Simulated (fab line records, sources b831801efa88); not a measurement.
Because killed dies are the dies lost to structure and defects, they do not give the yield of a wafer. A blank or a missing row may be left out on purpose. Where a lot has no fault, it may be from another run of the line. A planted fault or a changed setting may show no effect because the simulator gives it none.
Matching of chambers || flow sky130 || 4 sister chambers for SKY_POLY_GATE_ETCH_16 on rie diel-02
The step etches Si3N4 in CH3F/O2, stops on poly-Si, time 147.5 s, target depth 75 nm. 8 wafers are shown with their chamber, then 11 later ones without.

WAFERS WITH THEIR CHAMBER
{"wafer": "L076.3", "chamber": 3, "drypump motor current A (A)": 5.2, "ch3f flow sccm (sccm)": 40.15}
{"wafer": "L078.4", "chamber": 3, "drypump motor current A (A)": 5.2, "ch3f flow sccm (sccm)": 39.89}
{"wafer": "L086.1", "chamber": 2, "drypump motor current A (A)": 5.5, "ch3f flow sccm (sccm)": 40.22}
{"wafer": "L086.2", "chamber": 1, "drypump motor current A (A)": 5.9, "ch3f flow sccm (sccm)": 39.97}
{"wafer": "L086.4", "chamber": 1, "drypump motor current A (A)": 5.9, "ch3f flow sccm (sccm)": 39.90}
{"wafer": "L086.5", "chamber": 2, "drypump motor current A (A)": 5.6, "ch3f flow sccm (sccm)": 40.10}
{"wafer": "L086.6", "chamber": 0, "drypump motor current A (A)": 5.3, "ch3f flow sccm (sccm)": 39.93}
{"wafer": "L088.1", "chamber": 0, "drypump motor current A (A)": 5.4, "ch3f flow sccm (sccm)": 40.02}

WAFERS WITH NO CHAMBER GIVEN
{"wafer": "L088.4", "drypump motor current A (A)": 5.2, "ch3f flow sccm (sccm)": 39.87}
{"wafer": "L088.5", "drypump motor current A (A)": 6.0, "ch3f flow sccm (sccm)": 39.89}
{"wafer": "L089.1", "drypump motor current A (A)": 5.4, "ch3f flow sccm (sccm)": 39.75}
{"wafer": "L089.5", "drypump motor current A (A)": 5.2, "ch3f flow sccm (sccm)": 39.88}
{"wafer": "L089.6", "drypump motor current A (A)": 5.3, "ch3f flow sccm (sccm)": 39.86}
{"wafer": "L090.2", "drypump motor current A (A)": 5.4, "ch3f flow sccm (sccm)": 39.91}
{"wafer": "L090.4", "drypump motor current A (A)": 5.2, "ch3f flow sccm (sccm)": 39.95}
{"wafer": "L090.6", "drypump motor current A (A)": 5.2, "ch3f flow sccm (sccm)": 39.75}
{"wafer": "L095.1", "drypump motor current A (A)": 5.2, "ch3f flow sccm (sccm)": 40.00}
{"wafer": "L095.4", "drypump motor current A (A)": 5.9, "ch3f flow sccm (sccm)": 39.63}
{"wafer": "L095.5", "drypump motor current A (A)": 5.5, "ch3f flow sccm (sccm)": 39.96}

THE CHAMBER EACH PASSED THROUGH
{"wafer": "L088.4", "from the rows above": "can't be placed: 3 or 0", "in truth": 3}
{"wafer": "L088.5", "from the rows above": 1, "in truth": 1}
{"wafer": "L089.1", "from the rows above": 0, "in truth": 0}
{"wafer": "L089.5", "from the rows above": "can't be placed: 3 or 0", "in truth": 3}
{"wafer": "L089.6", "from the rows above": "can't be placed: 0 or 3", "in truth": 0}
{"wafer": "L090.2", "from the rows above": 0, "in truth": 0}
{"wafer": "L090.4", "from the rows above": 3, "in truth": 3}
{"wafer": "L090.6", "from the rows above": "can't be placed: 3 or 0", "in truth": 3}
{"wafer": "L095.1", "from the rows above": 3, "in truth": 3}
{"wafer": "L095.4", "from the rows above": 1, "in truth": 1}
{"wafer": "L095.5", "from the rows above": "can't be placed: 2 or 0", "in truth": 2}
Correct placement for 6 of the 11. Unplaceable from these rows: 5, with the true chamber sitting among the candidates in 5. Placed wrongly: 0.
How it was worked out, from the rows above alone: a wafer's distance from a chamber is the root of the sum, over the readings, of the square of ((its reading less the chamber's mean) divided by the reading's scatter). The wafer belongs to the nearest chamber; if the next one is less than 2 further off, it can't be placed. For every chamber, the mean is computed from those of its wafers that are shown. How the scatter is found: for the shown wafers, subtract from each reading the mean of its chamber, square and add these, divide the total by (wafers less chambers), then take the root.
